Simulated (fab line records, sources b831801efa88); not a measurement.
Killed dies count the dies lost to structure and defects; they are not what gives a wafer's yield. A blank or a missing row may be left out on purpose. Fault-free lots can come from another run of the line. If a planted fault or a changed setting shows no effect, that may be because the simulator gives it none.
The tool behind it: which one? | flow gf180mcu | Sampling: 13 lots, 39 wafers, 4 of 602 route steps

## WHAT EACH GAUGE READ, for each wafer
GF_V1_OVL_MEAS_15. Usual: for V1_OVL the level is 2 nm and the standard deviation is 5.3.
lot  | measured     | on         | V1_OVL (nm) | flag
L761 | day 19 02:18 | overlay-02 | -1 5 2      |
L762 | day 19 06:58 | overlay-02 | -1 -3 0     |
L764 | day 19 23:49 | overlay-02 | -6 9 0      |
L765 | day 20 10:58 | overlay-02 | -6 0 -3     |
L767 | day 21 05:26 | overlay-01 | -3 -5 4     |
L768 | day 21 12:19 | overlay-02 | 5 0 5       |
L769 | day 21 23:58 | overlay-01 | -5 4 -3     |
L770 | day 22 06:25 | overlay-02 | 4 12 8      |
L772 | day 23 00:55 | overlay-01 | -1 3 0      |
L776 | day 24 08:44 | overlay-02 | 5 8 -2      |
L778 | day 25 01:34 | overlay-02 | -8 -12 -5   |
L780 | day 25 16:49 | overlay-01 | 7 6 17      |
L781 | day 25 19:24 | overlay-01 | 11 8 -10    |

GF_M2_CD_MEAS_14 targets a cd of 280 nm. Usual: cd nm at 280.3 nm, with a standard deviation of 1.2.
lot  | measured     | on        | cd nm (nm)        | flag
L761 | day 20 04:14 | cd sem-01 | 280.6 280.3 279.6 |
L762 | day 20 09:06 | cd sem-01 | 280.1 280.0 280.8 |
L764 | day 21 01:53 | cd sem-01 | 280.8 280.3 279.2 |
L765 | day 21 12:41 | cd sem-02 | 278.7 279.4 279.8 |
L767 | day 22 06:33 | cd sem-01 | 281.5 282.3 282.7 |
L768 | day 22 14:02 | cd sem-01 | 282.1 280.6 282.0 |
L769 | day 23 00:29 | cd sem-02 | 281.9 282.7 281.5 |
L770 | day 23 06:41 | cd sem-02 | 279.3 280.6 280.7 |
L772 | day 24 01:05 | cd sem-01 | 280.9 280.3 281.2 |
L776 | day 25 08:25 | cd sem-02 | 282.5 281.4 283.5 |
L778 | day 26 00:14 | cd sem-01 | 275.3 276.2 276.0 | OFF
L780 | day 26 14:35 | cd sem-01 | 279.6 278.9 279.4 |
L781 | day 26 17:46 | cd sem-02 | 275.4 275.7 276.5 | OFF

GF_M2_OVL_MEAS_15. Usual: for M2_OVL the level is 0 nm and the standard deviation is 6.9.
lot  | measured     | on         | M2_OVL (nm) | flag
L761 | day 20 04:22 | overlay-01 | 1 -3 2      |
L762 | day 20 09:13 | overlay-02 | -7 -3 2     |
L764 | day 21 02:01 | overlay-02 | -3 3 8      |
L765 | day 21 12:49 | overlay-02 | 10 11 10    |
L767 | day 22 06:38 | overlay-02 | 0 3 -1      |
L768 | day 22 14:10 | overlay-02 | 6 10 3      |
L769 | day 23 00:37 | overlay-01 | 1 3 7       |
L770 | day 23 06:49 | overlay-02 | 3 5 3       |
L772 | day 24 01:13 | overlay-02 | -12 -10 -1  |
L776 | day 25 08:29 | overlay-02 | -3 -5 -9    |
L778 | day 26 00:20 | overlay-02 | 1 7 13      |
L780 | day 26 14:40 | overlay-02 | -8 9 -2     |
L781 | day 26 17:52 | overlay-02 | 4 6 -4      |

## WHAT TOOL EACH LOT RAN ON (gives the tool, then ch and the chambers of the sampled wafers, and finally the start)
lot  | GF_M2_PEB_12
L761 | litho track-03 ch 0, day 20 03:53
L762 | litho track-02 ch 0, day 20 08:45
L764 | litho track-04 ch 0, day 21 01:32
L765 | litho track-04 ch 0, day 21 12:20
L767 | litho track-04 ch 0, day 22 06:14
L768 | litho track-04 ch 0, day 22 13:41
L769 | litho track-03 ch 0, day 23 00:08
L770 | litho track-04 ch 0, day 23 06:20
L772 | litho track-03 ch 0, day 24 00:44
L776 | litho track-02 ch 0, day 25 08:06
L778 | litho track-02 ch 0, day 25 23:55
L780 | litho track-04 ch 0, day 26 14:16
L781 | litho track-02 ch 0, day 26 17:26
- GF_M2_PEB_12: peb time 90 s.

## WHAT THE TOOLS THEMSELVES READ (means of the sampled wafers that have a number; where no wafer has one, the mark that the record gives instead)
The record holds no such reading with a usual standard deviation.

## THE ANSWER, worked out from the rows above alone
Rule: take the mean of a lot's wafers that have a number; if it is more than 3 standard deviations from the usual mean, the lot is off. Also off: a lot with no number at a reading for which 4 or more lots have one. All remaining lots with rows at the step are treated as sound. Order of review: gauges by route order, followed by the tools' own readings, for which a lot's mean as printed above is used. The first step at which some lot is off is used, and at that step the reading that is off furthest; a lot without a number counts as furthest.
Off: L778, L781, at GF_M2_CD_MEAS_14 (cd nm).
A tool fits if, at a process step before that reading, it ran every lot that is off, and no sound lot after the first of them. The gauges at GF_M2_CD_MEAS_14 are tried like those tools. One fits: GF_M2_PEB_12 on litho track-02. Its last sound lot is L776 (day 25 08:06), its first lot that is off L778 (day 25 23:55): a fault that began between those two fits.

## WHAT WAS PUT IN BY THE SIMULATOR
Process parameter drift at GF_M2_PEB_12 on litho track-02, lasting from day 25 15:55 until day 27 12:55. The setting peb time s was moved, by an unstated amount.
Struck lots among those shown: L778, L781. The rule above reached the same finding.
